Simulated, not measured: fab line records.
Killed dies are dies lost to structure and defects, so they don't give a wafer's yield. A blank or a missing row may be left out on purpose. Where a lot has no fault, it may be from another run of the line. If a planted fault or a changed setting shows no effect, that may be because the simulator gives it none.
fab line records | flow gf180mcu | part 1 of 2: steps 1 to 28 of 39
[record] lots = 5 | wafers = 15 | last_day = 33
route steps=602 shown M2@372 V2@382 M3@409
lots that met no fault: taken from a fault-free run of the same line
start_h: start of the lot's first displayed wafer, in hours after the record's first day | wait_h: time in hours since the lot's previous step | " repeats the value in the row above | L1.1+2: a single row standing in for several wafers | - no value, or no start given | * or withheld: withheld | < > ~ a bound
route shown NAME@n: names a module that has steps shown in the file, with the first one's number in the route | usual: mean and standard deviation over wafers with no fault | same: alike in all rows | chamber/n: place in a boat | sites: the reading at each site | _std_site: the standard deviation of these | _edge_site: the outer-site mean with the inner-site mean subtracted | radius_mm: how far each site lies from the wafer's centre | mask NAME#n: copy n | behind: the most recent tool/chamber to have shaped the wafer | hold: why the lot was held/for how many hours/how that ended | device: the n, p or np transistor that did not switch | end of line: the same wafers' tests at the end of the route | where a step has no rows: the recipe by itself | killed: dies that structure and defects cost at the first sort, which is not the same as the wafer's yield | map: per-die view of a wafer (x killed, . not killed, _ where there is no die)
set.NAME: the setting that was run; set.NAME@STEP: the one run at that earlier step | model.NAME: the simulator's own value behind a step, which no gauge read
certain route steps with their lots: each step a table, each wafer a row
services: when a tool's chamber went out of use (start_h, in hours from the record's first day, below 0 if earlier), for how many hours, and the reason
[[steps]]
[step GF_M2_SOFTBAKE_10]
[recipe] temp_c = 130 | time_s = 60 | resist = KrF
lot.wafer  | tool           | chamber | start_h | wait_h
L075.4+5+6 | litho_track-02 | 0       | 431.56  | 0.1
L079.1+2+3 | litho_track-04 | 0       | 474.82  | 0.1
L086.1+2+3 | litho_track-03 | 0       | 534.59  | 0.1
L085.1+2+3 | litho_track-03 | 0       | 536.09  | 0.1
L092.1+3+6 | litho_track-04 | 0       | 585.82  | 0.1
[step GF_M2_EXPOSE_11]
[recipe] mask_id = Metal2 | target_cd_nm = 280 | na = 0.68 | source_shape = conventional | sigma_outer = 0.6 | dose_mj = 28
[usual] reticle_temp_C = 23.01/0.1
lot.wafer | tool           | chamber | start_h | wait_h | mask     | reticle_temp_C
L075.4    | krf_scanner-02 | 0       | -       | -      | Metal2#0 | 23.04
L075.5    | "              | 0       | "       | "      | Metal2#0 | 22.98
L075.6    | "              | 0       | "       | "      | Metal2#0 | 22.97
L079.1    | krf_scanner-01 | 0       | -       | -      | Metal2#0 | 22.95
L079.2    | "              | 0       | "       | "      | Metal2#0 | 23.01
L079.3    | "              | 0       | "       | "      | Metal2#0 | 23.00
L086.1    | krf_scanner-02 | 0       | -       | -      | Metal2#0 | 23.00
L086.2    | "              | 0       | "       | "      | Metal2#0 | 22.98
L086.3    | "              | 0       | "       | "      | Metal2#0 | 23.05
L085.1    | krf_scanner-02 | 0       | -       | -      | Metal2#0 | 22.88
L085.2    | "              | 0       | "       | "      | Metal2#0 | 22.93
L085.3    | "              | 0       | "       | "      | Metal2#0 | 22.99
L092.1    | krf_scanner-02 | 0       | -       | -      | Metal2#0 | 23.01
L092.3    | "              | 0       | "       | "      | Metal2#0 | 22.97
L092.6    | "              | 0       | "       | "      | Metal2#0 | 23.17
[step GF_M2_PEB_12]
[recipe] peb_temp_c = 135 | peb_time_s = 90 | resist = KrF
lot.wafer  | tool           | chamber | start_h | wait_h
L075.4+5+6 | litho_track-02 | 0       | -       | -
L079.1+2+3 | litho_track-03 | 0       | -       | -
L086.1+2+3 | litho_track-04 | 0       | -       | -
L085.1+2+3 | litho_track-03 | 0       | -       | -
L092.1+3+6 | litho_track-04 | 0       | -       | -
[step GF_M2_DEVELOP_13]
[recipe] develop_time_s = 60 | dev_temp_c = 21
[usual] developer_temp_C = 21.01/0.11
lot.wafer | tool           | chamber | start_h | wait_h | developer_temp_C
L075.4    | litho_track-02 | 0       | 443.56  | 0.1    | 20.95
L075.5    | "              | 0       | "       | "      | 20.85
L075.6    | "              | 0       | "       | "      | 21.09
L079.1    | litho_track-03 | 0       | 486.79  | 0.2    | 20.90
L079.2    | "              | 0       | "       | "      | 20.89
L079.3    | "              | 0       | "       | "      | 21.04
L086.1    | litho_track-04 | 0       | 546.17  | 0.2    | 20.99
L086.2    | "              | 0       | "       | "      | 20.80
L086.3    | "              | 0       | "       | "      | 20.83
L085.1    | litho_track-03 | 0       | 547.69  | 0.2    | 21.14
L085.2    | "              | 0       | "       | "      | 21.11
L085.3    | "              | 0       | "       | "      | 21.09
L092.1    | litho_track-04 | 0       | 596.07  | 0.2    | 21.00
L092.3    | "              | 0       | "       | "      | 20.96
L092.6    | "              | 0       | "       | "      | 20.95
[step GF_M2_CD_MEAS_14]
[recipe] target_cd_nm = 280
[usual] cd_nm = 279.8/1.3
lot.wafer | tool      | chamber | start_h | wait_h | cd_nm
L075.4    | cd_sem-01 | -       | 443.70  | 0.1    | 281.6
L075.5    | "         | -       | "       | "      | 278.9
L075.6    | "         | -       | "       | "      | 280.3
L079.1    | cd_sem-01 | -       | 486.94  | 0.1    | 280.6
L079.2    | "         | -       | "       | "      | 280.0
L079.3    | "         | -       | "       | "      | 279.6
L086.1    | cd_sem-01 | -       | 546.32  | 0.1    | 278.7
L086.2    | "         | -       | "       | "      | 279.4
L086.3    | "         | -       | "       | "      | 278.5
L085.1    | cd_sem-01 | -       | 547.84  | 0.1    | 281.4
L085.2    | "         | -       | "       | "      | 281.9
L085.3    | "         | -       | "       | "      | 281.0
L092.1    | cd_sem-02 | -       | 596.22  | 0.1    | 280.1
L092.3    | "         | -       | "       | "      | 280.4
L092.6    | "         | -       | "       | "      | 281.1
[step GF_M2_OVL_MEAS_15]
[usual] M2_OVL = -1/6.3
lot.wafer | tool       | chamber | start_h | wait_h | M2_OVL[nm]
L075.4    | overlay-01 | -       | 443.78  | 0.1    | -17
L075.5    | "          | -       | "       | "      | -4
L075.6    | "          | -       | "       | "      | -4
L079.1    | overlay-02 | -       | 487.06  | 0.1    | -14
L079.2    | "          | -       | "       | "      | 5
L079.3    | "          | -       | "       | "      | -14
L086.1    | overlay-01 | -       | 546.44  | 0.1    | -1
L086.2    | "          | -       | "       | "      | 6
L086.3    | "          | -       | "       | "      | -4
L085.1    | overlay-01 | -       | 547.96  | 0.1    | 0
L085.2    | "          | -       | "       | "      | -7
L085.3    | "          | -       | "       | "      | 1
L092.1    | overlay-02 | -       | 596.34  | 0.1    | 1
L092.3    | "          | -       | "       | "      | 0
L092.6    | "          | -       | "       | "      | 3
[step GF_M2_METAL_ETCH_16]
[recipe] chemistry = Cl2/BCl3 | mask_material = KrF | target_depth_nm = 627.5 | stop_on = SiO2 | pressure_mtorr = 8 | icp_w = 800 | bias_w = 140 | Cl2_flow_sccm = 80 | bcl3_flow_sccm = 40 | time_s = 104.6
[usual] drypump_motor_current_A = 5.84/0.18 | oes_product_au = 0.971/0.0071 | throttle_valve_pct = 28.251/0.011
lot.wafer | tool         | chamber | start_h | wait_h | drypump_motor_current_A | oes_product_au | rf_hours_counter_h | throttle_valve_pct
L075.4    | rie_metal-02 | 0       | 443.83  | 0.0    | 5.79                    | 0.974          | -                  | 28.257
L075.5    | "            | 1       | "       | "      | 5.81                    | 0.965          | -                  | 28.243
L075.6    | "            | 0       | "       | "      | 5.82                    | 0.978          | -                  | 28.263
L079.1    | rie_metal-02 | 0       | 487.09  | 0.0    | 5.81                    | 0.975          | 9.1                | 28.258
L079.2    | "            | 1       | "       | "      | 5.75                    | 0.975          | 6.8                | 28.235
L079.3    | "            | 0       | "       | "      | 5.80                    | 0.971          | -                  | 28.237
L086.1    | rie_metal-02 | 0       | 546.48  | 0.0    | 5.79                    | 0.956          | 10.6               | 28.272
L086.2    | "            | 1       | "       | "      | 5.84                    | 0.972          | 8.3                | 28.259
L086.3    | "            | 1       | "       | "      | 5.79                    | 0.970          | -                  | 28.242
L085.1    | rie_metal-01 | 0       | 547.99  | 0.0    | 5.52                    | 0.978          | 2.4                | 28.260
L085.2    | "            | 1       | "       | "      | 5.90                    | 0.975          | 9.8                | 28.251
L085.3    | "            | 1       | "       | "      | 5.89                    | 0.982          | -                  | 28.250
L092.1    | rie_metal-03 | 1       | 596.38  | 0.0    | 5.83                    | 0.972          | 5.3                | 28.247
L092.3    | "            | 0       | "       | "      | 6.21                    | 0.969          | -                  | 28.270
L092.6    | "            | 0       | "       | "      | 6.20                    | 0.965          | -                  | 28.263
[step GF_M2_STRIP_17]
[recipe] chemistry = O2/N2 | power_w = 1400 | pressure_mtorr = 1500 | platen_temp_c = 250 | o2_flow_sccm = 3000 | n2_flow_sccm = 300 | overash_fraction = 0.5
[usual] drypump_motor_current_A = 5.3/0.58 | heater_power_w = 342/34 | n2_flow_sccm = 300.0/0.88 | oes_product_au = 0.557/0.0055 | strip_time_to_endpoint_s = 7.86/0.053
lot.wafer | tool            | chamber | start_h | wait_h | drypump_motor_current_A | heater_power_w | n2_flow_sccm | oes_product_au | rf_hours_counter_h | strip_time_to_endpoint_s
L075.4    | plasma_asher-03 | 0       | 443.94  | 0.1    | 5.0                     | 333            | 298.8        | 0.558          | -                  | 7.79
L075.5    | "               | 1       | "       | "      | 5.1                     | 388            | 299.4        | 0.554          | -                  | 7.80
L075.6    | "               | 0       | "       | "      | 5.0                     | 326            | 298.0        | 0.555          | -                  | 7.79
L079.1    | plasma_asher-03 | 0       | 487.21  | 0.1    | 5.0                     | 339            | 298.6        | 0.555          | 85                 | 7.80
L079.2    | "               | 1       | "       | "      | 5.1                     | 389            | 300.6        | 0.555          | 85                 | 7.80
L079.3    | "               | 1       | "       | "      | 5.1                     | 392            | 299.7        | 0.555          | -                  | 7.84
L086.1    | plasma_asher-03 | 1       | 546.59  | 0.1    | 5.1                     | 393            | 299.7        | 0.556          | 91                 | 7.83
L086.2    | "               | 0       | "       | "      | 4.9                     | 333            | 299.3        | 0.556          | 91                 | 7.79
L086.3    | "               | 1       | "       | "      | 5.1                     | 390            | 299.2        | 0.560          | -                  | 7.80
L085.1    | plasma_asher-01 | 1       | 548.11  | 0.1    | 6.1                     | 358            | 298.8        | 0.565          | 49                 | 7.97
L085.2    | "               | 0       | "       | "      | 4.9                     | 335            | 300.0        | 0.571          | 49                 | 7.94
L085.3    | "               | 0       | "       | "      | 4.9                     | 344            | 298.6        | 0.558          | -                  | 7.93
L092.1    | plasma_asher-04 | 0       | 596.49  | 0.1    | 5.0                     | 278            | 300.6        | 0.567          | 71                 | 7.89
L092.3    | "               | 1       | "       | "      | 6.5                     | 340            | 300.9        | 0.558          | -                  | 7.91
L092.6    | "               | 0       | "       | "      | 5.0                     | 281            | 300.7        | 0.560          | -                  | 7.89
[step GF_M2_STRIP_18]
[recipe] chemistry = post_etch_residue_remover | time_s = 1200 | temp_c = 72.5
lot.wafer  | tool         | chamber | start_h | wait_h
L075.4+5+6 | wet_bench-04 | 3       | 444.01  | 0.0
L079.1+2+3 | wet_bench-04 | 3       | 487.31  | 0.1
L086.1+2+3 | wet_bench-04 | 3       | 546.69  | 0.1
L085.1+2+3 | wet_bench-02 | 0       | 548.21  | 0.1
L092.1+3+6 | wet_bench-04 | 2       | 596.59  | 0.1
[step GF_M2_CLEAN_19]
[recipe] chemistry = DIW | dry = n2_spin
lot.wafer  | tool         | chamber | start_h | wait_h
L075.4+5+6 | wet_bench-02 | 0       | 444.35  | 0.0
L079.1+2+3 | wet_bench-01 | 3       | 487.65  | 0.0
L086.1+2+3 | wet_bench-01 | 0       | 547.03  | 0.0
L085.1+2+3 | wet_bench-04 | 2       | 548.55  | 0.0
L092.1+3+6 | wet_bench-01 | 3       | 597.96  | 0.0
[step GF_V2_CVD_00]
[recipe] material = SiO2 | target_thk_nm = 600 | sigma_open_frac = 0.3 | temp_c = 400 | time_s = 100 | sih4_flow_sccm = 60 | pressure_mtorr = 6
[usual] pressure_mtorr = 5.999/0.013
lot.wafer | tool      | chamber | start_h | wait_h | pressure_mtorr
L075.4    | hdpcvd-01 | 0       | 444.48  | 0.0    | 6.023
L075.5    | "         | 2       | "       | "      | 5.987
L075.6    | "         | 1       | "       | "      | 5.989
L079.1    | hdpcvd-01 | 1       | 487.74  | 0.0    | 6.007
L079.2    | "         | 2       | "       | "      | 5.983
L079.3    | "         | 0       | "       | "      | 6.006
L086.1    | hdpcvd-02 | 2       | 547.22  | 0.0    | 6.011
L086.2    | "         | 0       | "       | "      | 6.017
L086.3    | "         | 1       | "       | "      | 5.995
L085.1    | hdpcvd-02 | 0       | 548.64  | 0.0    | 6.027
L085.2    | "         | 1       | "       | "      | 5.985
L085.3    | "         | 2       | "       | "      | 5.985
L092.1    | hdpcvd-01 | 2       | 598.05  | 0.0    | 6.000
L092.3    | "         | 0       | "       | "      | 5.999
L092.6    | "         | 1       | "       | "      | 6.004
[step GF_V2_THK_MEAS_01]
[recipe] reads = SiO2_of_V2_CVD_00
[usual] V2_CVD_00_THK = 600/4.6
lot.wafer | tool          | chamber | start_h | wait_h | V2_CVD_00_THK[nm]
L075.4    | film_metro-02 | -       | 444.55  | 0.0    | 602
L075.5    | "             | -       | "       | "      | 602
L075.6    | "             | -       | "       | "      | 600
L079.1    | film_metro-03 | -       | 487.81  | 0.0    | 598
L079.2    | "             | -       | "       | "      | 593
L079.3    | "             | -       | "       | "      | 601
L086.1    | film_metro-03 | -       | 547.29  | 0.0    | 605
L086.2    | "             | -       | "       | "      | 607
L086.3    | "             | -       | "       | "      | 613
L085.1    | film_metro-02 | -       | 548.71  | 0.0    | 596
L085.2    | "             | -       | "       | "      | 600
L085.3    | "             | -       | "       | "      | 600
L092.1    | film_metro-02 | -       | 598.12  | 0.0    | 601
L092.3    | "             | -       | "       | "      | 597
L092.6    | "             | -       | "       | "      | 601
[step GF_V2_CVD_02]
[recipe] material = SiO2 | target_thk_nm = 850 | precursor = TEOS | temp_c = 400 | time_s = 94.851 | rf_w = 600
[usual] heater_power_w = 683/110
lot.wafer | tool     | chamber | start_h | wait_h | heater_power_w
L075.4    | pecvd-02 | 1       | 444.61  | 0.1    | 724
L075.5    | "        | 0       | "       | "      | 688
L075.6    | "        | 2       | "       | "      | 816
L079.1    | pecvd-03 | 1       | 487.87  | 0.1    | 639
L079.2    | "        | 2       | "       | "      | 761
L079.3    | "        | 0       | "       | "      | 624
L086.1    | pecvd-02 | 2       | 547.35  | 0.1    | 730
L086.2    | "        | 0       | "       | "      | 711
L086.3    | "        | 1       | "       | "      | 843
L085.1    | pecvd-03 | 1       | 548.77  | 0.1    | 631
L085.2    | "        | 0       | "       | "      | 551
L085.3    | "        | 2       | "       | "      | 732
L092.1    | pecvd-02 | 0       | 598.18  | 0.1    | 707
L092.3    | "        | 2       | "       | "      | 780
L092.6    | "        | 2       | "       | "      | 788
[step GF_V2_THK_MEAS_03]
[recipe] reads = SiO2_of_V2_CVD_02
[usual] V2_CVD_02_THK = 853/11
lot.wafer | tool          | chamber | start_h | wait_h | V2_CVD_02_THK[nm]
L075.4    | film_metro-03 | -       | 444.68  | 0.0    | 868
L075.5    | "             | -       | "       | "      | 851
L075.6    | "             | -       | "       | "      | 860
L079.1    | film_metro-02 | -       | 487.94  | 0.0    | 849
L079.2    | "             | -       | "       | "      | 842
L079.3    | "             | -       | "       | "      | 848
L086.1    | film_metro-02 | -       | 547.42  | 0.0    | 862
L086.2    | "             | -       | "       | "      | 847
L086.3    | "             | -       | "       | "      | 853
L085.1    | film_metro-03 | -       | 548.84  | 0.0    | 830
L085.2    | "             | -       | "       | "      | 846
L085.3    | "             | -       | "       | "      | 832
L092.1    | film_metro-04 | -       | 598.25  | 0.0    | 866
L092.3    | "             | -       | "       | "      | 845
L092.6    | "             | -       | "       | "      | 872
[step GF_V2_CMP_04]
[recipe] material = SiO2 | down_force_psi = 4 | platen_rpm = 60 | pad_velocity_m_s = 0.94248
[usual] motor_current_A = 12.3/1 | time_to_endpoint_s = 85/6.9
lot.wafer | tool   | chamber | start_h | wait_h | motor_current_A | time_to_endpoint_s
L075.4    | cmp-01 | 0       | 444.86  | 0.2    | 11.0            | 96
L075.5    | "      | 1       | "       | "      | 11.7            | 85
L075.6    | "      | 2       | "       | "      | 13.0            | 91
L079.2    | cmp-01 | 3       | 488.00  | 0.0    | 13.0            | 84
L079.1    | "      | 1       | "       | "      | 12.2            | 86
L079.3    | "      | 2       | "       | "      | 12.7            | 89
L086.3    | cmp-01 | 1       | 547.48  | 0.0    | 11.7            | 86
L086.2    | "      | 2       | "       | "      | 13.3            | 87
L086.1    | "      | 0       | "       | "      | 12.5            | 96
L085.3    | cmp-01 | 2       | 548.90  | 0.0    | 12.8            | 83
L085.2    | "      | 3       | "       | "      | 13.2            | 82
L085.1    | "      | 1       | "       | "      | 12.1            | 77
L092.1    | cmp-02 | 2       | 598.31  | 0.1    | 11.0            | 91
L092.3    | "      | 3       | "       | "      | 12.1            | 76
L092.6    | "      | 3       | "       | "      | 12.1            | 84
[step GF_V2_BOW_MEAS_05]
[recipe] mode = bow
[usual] V2_BOW = 100/8
lot.wafer | tool          | chamber | start_h | wait_h | V2_BOW[um]
L075.4    | film_metro-04 | -       | 445.07  | 0.2    | 105
L075.5    | "             | -       | "       | "      | 103
L075.6    | "             | -       | "       | "      | 102
L079.1    | film_metro-03 | -       | 488.30  | 0.1    | 104
L079.2    | "             | -       | "       | "      | 103
L079.3    | "             | -       | "       | "      | 104
L086.1    | film_metro-03 | -       | 547.78  | 0.1    | 95
L086.2    | "             | -       | "       | "      | 90
L086.3    | "             | -       | "       | "      | 91
L085.1    | film_metro-04 | -       | 549.20  | 0.1    | 93
L085.2    | "             | -       | "       | "      | 98
L085.3    | "             | -       | "       | "      | 98
L092.1    | film_metro-03 | -       | 598.61  | 0.2    | 89
L092.3    | "             | -       | "       | "      | 99
L092.6    | "             | -       | "       | "      | 96
[step GF_V2_DEHYDRATE_06]
[recipe] temp_c = 200 | time_s = 60
lot.wafer  | tool           | chamber | start_h | wait_h
L075.4+5+6 | litho_track-04 | 0       | 456.25  | 11.2
L079.1+2+3 | litho_track-04 | 0       | 499.57  | 11.3
L086.1+2+3 | litho_track-02 | 0       | 557.64  | 9.8
L085.1+2+3 | litho_track-01 | 0       | 559.54  | 10.3
L092.1+3+6 | litho_track-02 | 0       | 608.49  | 9.9
[step GF_V2_HMDS_07]
[recipe] prime_time_s = 60 | prime_temp_c = 120
lot.wafer  | tool           | chamber | start_h | wait_h
L075.4+5+6 | litho_track-04 | 0       | 456.40  | 0.1
L079.1+2+3 | litho_track-04 | 0       | 499.72  | 0.1
L086.1+2+3 | litho_track-02 | 0       | 557.79  | 0.1
L085.1+2+3 | litho_track-01 | 0       | 559.69  | 0.1
L092.1+3+6 | litho_track-02 | 0       | 608.64  | 0.1
[step GF_V2_COAT_08]
[recipe] resist = BARC | temp_c = withheld | time_s = withheld | spin_rpm = withheld | resist_thk_nm = withheld
lot.wafer  | tool           | chamber | start_h | wait_h
L075.4+5+6 | litho_track-04 | 0       | 456.55  | 0.1
L079.1+2+3 | litho_track-04 | 0       | 499.87  | 0.1
L086.1+2+3 | litho_track-02 | 0       | 557.94  | 0.1
L085.1+2+3 | litho_track-01 | 0       | 559.84  | 0.1
L092.1+3+6 | litho_track-02 | 0       | 608.79  | 0.1
[step GF_V2_COAT_09]
[recipe] resist = KrF | spin_rpm = withheld | resist_thk_nm = 1000
lot.wafer  | tool           | chamber | start_h | wait_h
L075.4+5+6 | litho_track-04 | 0       | -       | -
L079.1+2+3 | litho_track-04 | 0       | -       | -
L086.1+2+3 | litho_track-02 | 0       | -       | -
L085.1+2+3 | litho_track-01 | 0       | -       | -
L092.1+3+6 | litho_track-02 | 0       | -       | -
[step GF_V2_SOFTBAKE_10]
[recipe] temp_c = 130 | time_s = 60 | resist = KrF
lot.wafer  | tool           | chamber | start_h | wait_h
L075.4+5+6 | litho_track-04 | 0       | -       | -
L079.1+2+3 | litho_track-04 | 0       | -       | -
L086.1+2+3 | litho_track-02 | 0       | -       | -
L085.1+2+3 | litho_track-01 | 0       | -       | -
L092.1+3+6 | litho_track-02 | 0       | -       | -
[step GF_V2_EXPOSE_11]
[recipe] mask_id = Via2 | target_cd_nm = 260 | na = 0.68 | source_shape = conventional | sigma_outer = 0.6 | dose_mj = 38
[usual] reticle_temp_C = 23.01/0.11
lot.wafer | tool           | chamber | start_h | wait_h | mask   | reticle_temp_C
L075.4    | krf_scanner-01 | 0       | -       | -      | Via2#0 | 22.84
L075.5    | "              | 0       | "       | "      | Via2#0 | 23.01
L075.6    | "              | 0       | "       | "      | Via2#0 | 23.09
L079.1    | krf_scanner-01 | 0       | -       | -      | Via2#0 | 23.23
L079.2    | "              | 0       | "       | "      | Via2#0 | 23.10
L079.3    | "              | 0       | "       | "      | Via2#0 | 23.23
L086.1    | krf_scanner-01 | 0       | -       | -      | Via2#0 | 22.88
L086.2    | "              | 0       | "       | "      | Via2#0 | 22.95
L086.3    | "              | 0       | "       | "      | Via2#0 | 22.83
L085.1    | krf_scanner-01 | 0       | -       | -      | Via2#0 | 23.04
L085.2    | "              | 0       | "       | "      | Via2#0 | 23.05
L085.3    | "              | 0       | "       | "      | Via2#0 | 22.89
L092.1    | krf_scanner-01 | 0       | -       | -      | Via2#0 | 22.97
L092.3    | "              | 0       | "       | "      | Via2#0 | 23.00
L092.6    | "              | 0       | "       | "      | Via2#0 | 23.16
[step GF_V2_PEB_12]
[recipe] peb_temp_c = 135 | peb_time_s = 90 | resist = KrF
lot.wafer  | tool           | chamber | start_h | wait_h
L075.4+5+6 | litho_track-01 | 0       | -       | -
L079.1+2+3 | litho_track-04 | 0       | -       | -
L086.1+2+3 | litho_track-04 | 0       | -       | -
L085.1+2+3 | litho_track-02 | 0       | -       | -
L092.1+3+6 | litho_track-01 | 0       | -       | -
[step GF_V2_DEVELOP_13]
[recipe] develop_time_s = 60 | resist = KrF | dev_temp_c = 21
[usual] developer_temp_C = 21.01/0.11
lot.wafer | tool           | chamber | start_h | wait_h | developer_temp_C
L075.4    | litho_track-01 | 0       | 468.41  | 0.1    | 20.97
L075.5    | "              | 0       | "       | "      | 20.85
L075.6    | "              | 0       | "       | "      | 20.92
L079.1    | litho_track-04 | 0       | 511.57  | 0.2    | 21.09
L079.2    | "              | 0       | "       | "      | 21.13
L079.3    | "              | 0       | "       | "      | 20.99
L086.1    | litho_track-04 | 0       | 569.12  | 0.2    | 21.01
L086.2    | "              | 0       | "       | "      | 21.05
L086.3    | "              | 0       | "       | "      | 21.04
L085.1    | litho_track-02 | 0       | 571.09  | 0.2    | 20.73
L085.2    | "              | 0       | "       | "      | 20.97
L085.3    | "              | 0       | "       | "      | 21.18
L092.1    | litho_track-01 | 0       | 619.29  | 0.2    | 20.89
L092.3    | "              | 0       | "       | "      | 21.12
L092.6    | "              | 0       | "       | "      | 21.02
[step GF_V2_CD_MEAS_14]
[recipe] target_cd_nm = 260
[usual] cd_nm = 259.7/1.4
lot.wafer | tool      | chamber | start_h | wait_h | cd_nm
L075.4    | cd_sem-01 | -       | 468.55  | 0.1    | 259.2
L075.5    | "         | -       | "       | "      | 258.2
L075.6    | "         | -       | "       | "      | 258.9
L079.1    | cd_sem-02 | -       | 511.72  | 0.1    | 260.3
L079.2    | "         | -       | "       | "      | 260.0
L079.3    | "         | -       | "       | "      | 260.0
L086.1    | cd_sem-02 | -       | 569.31  | 0.2    | 257.8
L086.2    | "         | -       | "       | "      | 258.0
L086.3    | "         | -       | "       | "      | 255.7
L085.1    | cd_sem-01 | -       | 571.24  | 0.1    | 258.8
L085.2    | "         | -       | "       | "      | 259.0
L085.3    | "         | -       | "       | "      | 259.7
L092.1    | cd_sem-02 | -       | 619.44  | 0.1    | 258.1
L092.3    | "         | -       | "       | "      | 259.5
L092.6    | "         | -       | "       | "      | 259.7
[step GF_V2_OVL_MEAS_15]
[usual] V2_OVL = 2/5.2
lot.wafer | tool       | chamber | start_h | wait_h | V2_OVL[nm]
L075.4    | overlay-01 | -       | 468.63  | 0.1    | 7
L075.5    | "          | -       | "       | "      | 8
L075.6    | "          | -       | "       | "      | 9
L079.1    | overlay-01 | -       | 511.84  | 0.1    | 4
L079.2    | "          | -       | "       | "      | 9
L079.3    | "          | -       | "       | "      | 13
L086.1    | overlay-01 | -       | 569.43  | 0.1    | -8
L086.2    | "          | -       | "       | "      | 3
L086.3    | "          | -       | "       | "      | -5
L085.1    | overlay-02 | -       | 571.36  | 0.1    | 5
L085.2    | "          | -       | "       | "      | 0
L085.3    | "          | -       | "       | "      | -3
L092.1    | overlay-02 | -       | 619.56  | 0.1    | 0
L092.3    | "          | -       | "       | "      | 0
L092.6    | "          | -       | "       | "      | 0
[step GF_V2_ETCH_16]
[recipe] chemistry = N2/H2 | target_depth_a = withheld | overetch_a = withheld | time_s = withheld | target = BARC | ion_energy_ev = 200 | source_w = 500 | bias_w = 100 | pressure_mtorr = 30 | n2_flow_sccm = 100 | h2_flow_sccm = 200
[usual] drypump_motor_current_A = 5.6/0.54 | n2_flow_sccm = 99.97/0.3 | oes_product_au = 0.855/0.0046 | throttle_valve_pct = 13.225/0.0083
lot.wafer | tool        | chamber | start_h | wait_h | drypump_motor_current_A | n2_flow_sccm | oes_product_au | throttle_valve_pct
L075.4    | rie_diel-01 | 3       | 468.65  | 0.0    | 5.3                     | 100.09       | 0.862          | 13.231
L075.5    | "           | 3       | "       | "      | 5.4                     | 100.36       | 0.857          | 13.227
L075.6    | "           | 0       | "       | "      | 5.3                     | 100.07       | 0.855          | 13.211
L079.1    | rie_diel-03 | 1       | 511.88  | 0.0    | 4.9                     | 100.21       | 0.855          | 13.232
L079.2    | "           | 3       | "       | "      | 6.5                     | 99.89        | 0.857          | 13.236
L079.3    | "           | 0       | "       | "      | 5.7                     | 99.83        | 0.860          | 13.228
L086.1    | rie_diel-03 | 1       | 569.46  | 0.0    | 4.8                     | 99.74        | 0.858          | 13.206
L086.2    | "           | 0       | "       | "      | 5.6                     | 100.16       | 0.861          | 13.211
L086.3    | "           | 2       | "       | "      | 6.4                     | 100.35       | 0.857          | 13.225
L085.1    | rie_diel-01 | 2       | 571.39  | 0.0    | 5.4                     | 99.49        | 0.848          | 13.232
L085.2    | "           | 3       | "       | "      | 5.4                     | 99.68        | 0.854          | 13.219
L085.3    | "           | 1       | "       | "      | 5.4                     | 100.29       | 0.854          | 13.227
L092.1    | rie_diel-02 | 0       | 619.59  | 0.0    | 5.3                     | 99.96        | 0.851          | 13.227
L092.3    | "           | 2       | "       | "      | 6.2                     | 100.00       | 0.847          | 13.213
L092.6    | "           | 2       | "       | "      | 6.2                     | 100.09       | 0.854          | 13.217
[step GF_V2_ETCH_17]
[recipe] chemistry = C4F8/O2/Ar | mask_material = KrF | target = SiO2 | stop_on = TiN | source_w = 1500 | bias_w = 1200 | pressure_mtorr = 40 | c4f8_flow_sccm = withheld | O2_flow_sccm = 6 | Ar_flow_sccm = 300 | time_s = withheld | target_depth_a = 6300
[usual] oes_product_au = 0.856/0.0048
lot.wafer | tool        | chamber | start_h | wait_h | oes_product_au
L075.4    | rie_diel-01 | 3       | -       | -      | 0.858
L075.5    | "           | 3       | "       | "      | 0.854
L075.6    | "           | 0       | "       | "      | 0.848
L079.1    | rie_diel-03 | 1       | -       | -      | 0.854
L079.2    | "           | 3       | "       | "      | 0.861
L079.3    | "           | 0       | "       | "      | 0.861
L086.1    | rie_diel-03 | 1       | -       | -      | 0.853
L086.2    | "           | 0       | "       | "      | 0.855
L086.3    | "           | 2       | "       | "      | 0.858
L085.1    | rie_diel-01 | 2       | -       | -      | 0.854
L085.2    | "           | 3       | "       | "      | 0.859
L085.3    | "           | 1       | "       | "      | 0.862
L092.1    | rie_diel-02 | 0       | -       | -      | 0.863
L092.3    | "           | 2       | "       | "      | 0.850
L092.6    | "           | 2       | "       | "      | 0.850
